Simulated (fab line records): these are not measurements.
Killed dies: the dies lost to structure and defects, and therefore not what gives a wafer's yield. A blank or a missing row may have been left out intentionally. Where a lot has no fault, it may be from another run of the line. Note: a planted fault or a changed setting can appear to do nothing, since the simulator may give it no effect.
What tool caused it?	flow gf180mcu	21 wafers sampled from 7 lots at 1 step of a route of 602

## WHAT THE GAUGES READ, wafer by wafer
GF_CONTACT_THK_MEAS_26: measures by xrf.
lot	measured	on	CONTACT_W_THK (nm)
L109	day 16 11:44	film_metro-01	298 294 297
L111	day 16 18:17	film_metro-02	294 293 297
L116	day 18 20:17	film_metro-02	289 293 295
L119	day 19 18:23	film_metro-04	296 289 299
L121	day 20 21:18	film_metro-04	298 300 297
L123	day 21 21:22	film_metro-04	292 302 302
L130	day 23 12:43	film_metro-01	295 299 300

## WHICH TOOL RAN EACH LOT (tool, then ch and the chambers of the sampled wafers, then the start)
There is no process step in the record ahead of these readings.

## THE ANSWER, worked out from the rows above alone
Rule: the usual values come from the lots themselves. The widest of any qualifying gaps counts: lots, ordered by their means at a reading, are off when they make up no more than a third of the lots, leave a main group of 4 or more, and stand apart from it by 3 or more times the standard deviation of that group's means. Not used: any main group whose means are identical at the precision the tables above print for the reading. A lot without any number at a reading at which 4 lots or more have one is off too. Where the step has rows for the other lots, those lots are counted as sound.
None of the lots is off at any reading shown; this tells nothing.

## WHAT THE SIMULATOR HAD INSERTED
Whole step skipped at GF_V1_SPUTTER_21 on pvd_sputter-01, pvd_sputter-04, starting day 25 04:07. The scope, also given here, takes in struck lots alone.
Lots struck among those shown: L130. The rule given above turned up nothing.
